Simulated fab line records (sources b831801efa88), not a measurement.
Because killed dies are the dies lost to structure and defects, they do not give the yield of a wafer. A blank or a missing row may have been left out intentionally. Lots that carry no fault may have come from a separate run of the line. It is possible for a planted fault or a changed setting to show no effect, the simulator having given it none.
Which tool was responsible? | flow gf180mcu | 42 wafers from 14 lots sampled at 4 of the route's 602 steps

WHAT THE GAUGES READ, wafer by wafer
GF_POLY_GATE_THK_MEAS_01.
lot  | measured     | on            | POLY_GATE_CVD_00_THK (nm)
L296 | day 9 18:40  | film-metro-01 | 396.0 395.1 399.5
L297 | day 10 00:22 | film-metro-02 | 197.3 196.6 197.6
L298 | day 10 05:51 | film-metro-01 | 198.5 198.0 199.2
L302 | day 11 13:03 | film-metro-01 | 399.7 398.4 399.0
L303 | day 11 09:43 | film-metro-02 | 201.0 199.9 200.7
L304 | day 11 21:14 | film-metro-04 | 397.4 397.5 399.7
L308 | day 13 00:56 | film-metro-04 | 199.5 198.7 198.2
L309 | day 13 08:34 | film-metro-01 | 200.8 199.7 201.7
L310 | day 13 11:32 | film-metro-01 | 201.1 201.3 201.6
L311 | day 14 02:02 | film-metro-01 | 201.4 201.6 203.0
L312 | day 14 06:11 | film-metro-02 | 202.3 203.3 202.7
L313 | day 14 15:28 | film-metro-04 | 202.7 201.3 202.5
L314 | day 14 23:32 | film-metro-02 | 200.2 201.5 201.1
L315 | day 15 04:09 | film-metro-01 | 201.0 202.2 201.2

GF_CONTACT_THK_MEAS_01.
lot  | measured     | on            | CONTACT_CVD_00_THK (nm)
L297 | day 17 06:45 | film-metro-03 | 302.6 298.5 298.4
L298 | day 17 12:28 | film-metro-03 | 302.8 299.5 300.8
L303 | day 19 03:25 | film-metro-01 | 299.5 295.9 300.8
L308 | day 21 02:52 | film-metro-01 | 302.6 300.8 295.0
L309 | day 21 13:05 | film-metro-04 | 301.3 301.0 300.8
L310 | day 21 14:02 | film-metro-01 | 302.9 301.5 306.4
L311 | day 22 08:22 | film-metro-03 | 296.9 296.3 296.8
L312 | day 22 13:11 | film-metro-04 | 296.8 295.1 296.6
L313 | day 22 19:08 | film-metro-04 | 300.9 303.1 300.1
L314 | day 23 06:30 | film-metro-01 | 303.1 299.3 302.4
L315 | day 23 11:32 | film-metro-03 | 301.5 299.4 300.5

TOOL THAT RAN EACH LOT (tool first, then ch and the chambers of the sampled wafers, then the start)
lot  | GF_STI_CMP_25                | GF_POLY_GATE_CVD_00
L296 | cmp-01 ch 1,3, day 2 21:27   | lpcvd-01 ch 0, day 9 15:50
L297 | cmp-01 ch 0,2,3, day 3 04:11 | lpcvd-02 ch 0, day 9 23:02
L298 | cmp-01 ch 0,1,3, day 3 08:22 | lpcvd-02 ch 0, day 10 04:31
L302 | cmp-01 ch 0,2,3, day 4 04:07 | lpcvd-02 ch 0, day 11 08:22
L303 | cmp-01 ch 0,1,3, day 4 05:43 | lpcvd-02 ch 1, day 11 08:22
L304 | cmp-01 ch 0,2,3, day 4 12:40 | lpcvd-02 ch 0, day 11 16:34
L308 | cmp-01 ch 0,1,3, day 5 09:51 | lpcvd-02 ch 0, day 12 23:37
L309 | cmp-01 ch 0,1,2, day 5 16:01 | lpcvd-01 ch 0, day 13 07:14
L310 | cmp-02 ch 2,3, day 5 19:03   | lpcvd-02 ch 1, day 13 10:12
L311 | cmp-01 ch 1,2,3, day 6 02:35 | lpcvd-01 ch 0, day 14 00:41
L312 | cmp-02 ch 0,1,2, day 6 06:36 | lpcvd-02 ch 1, day 14 04:50
L313 | cmp-02 ch 0,1,3, day 6 13:26 | lpcvd-01 ch 0, day 14 14:08
L314 | cmp-02 ch 0,1, day 6 16:57   | lpcvd-02 ch 0, day 14 22:11
L315 | cmp-01 ch 2,3, day 6 23:29   | lpcvd-01 ch 1, day 15 02:48
- GF_STI_CMP_25: polishes, stops on Si3N4, t overpolish 33 s, target thk 524.6 nm.
- GF_POLY_GATE_CVD_00: deposits poly-Si, target thk 200 nm, time 1200 s.

AS READ BY THE TOOLS THEMSELVES (means over the sampled wafers that have a number; for cases with no such wafer, the mark the record gives instead)
GF_STI_CMP_25.
lot  | tool   | motor-current-A (A) | overpolish-run-s (s) | slurry-filter-dp-kPa (kPa) | time-to-endpoint-s (s)
L296 | cmp-01 | 12.6                | 33.004               | 13.62                      | 133
L297 | cmp-01 | 11.6                | 33.007               | 13.46                      | 131
L298 | cmp-01 | 12.7                | 33.006               | 13.70                      | 130
L302 | cmp-01 | 11.9                | 33.000               | 13.48                      | 115
L303 | cmp-01 | 12.3                | 32.999               | 13.42                      | 119
L304 | cmp-01 | 11.9                | 33.001               | 13.43                      | 118
L308 | cmp-01 | 12.1                | 33.002               | 13.44                      | 119
L309 | cmp-01 | 11.7                | 33.001               | 13.55                      | 114
L310 | cmp-02 | 11.2                | 33.001               | 13.34                      | 123
L311 | cmp-01 | 12.4                | 32.991               | 13.41                      | 115
L312 | cmp-02 | 12.0                | 33.002               | 13.56                      | 119
L313 | cmp-02 | 12.8                | 32.991               | 13.44                      | 121
L314 | cmp-02 | 12.9                | 33.006               | 13.51                      | 117
L315 | cmp-01 | 12.2                | 33.001               | 13.45                      | 116

THE ANSWER, worked out from the rows above alone
Rule: usual is defined by the lots themselves. The widest of any qualifying gaps counts: lots, ordered by their means at a reading, are off when they make up no more than a third of the lots, leave a main group of 4 or more, and stand apart from it by 3 or more times the standard deviation of that group's means. A main group whose means are all the same, to the digits that the tables above print for the reading, isn't used. A lot without any number at a reading at which 4 lots or more have one is off too. Where the step has rows for the other lots, those lots are counted as sound. First the gauges in route order, then the tools' own readings, where a lot's mean is used as printed above. At the first step where some lot is off, the reading lying furthest off is the one used; lots without a number count as furthest.
Off: at GF_POLY_GATE_THK_MEAS_01 (POLY_GATE_CVD_00_THK), L296, L302, L304. Mean 200.6 nm and standard deviation 1.6 in the main group.
If a tool, at a process step before that reading, ran all the lots that are off and no sound lot after the first of them, it fits. The gauges at GF_POLY_GATE_THK_MEAS_01 are tried like those tools. Not one of the candidates tried fits.

WHAT THE SIMULATOR HAD INSERTED
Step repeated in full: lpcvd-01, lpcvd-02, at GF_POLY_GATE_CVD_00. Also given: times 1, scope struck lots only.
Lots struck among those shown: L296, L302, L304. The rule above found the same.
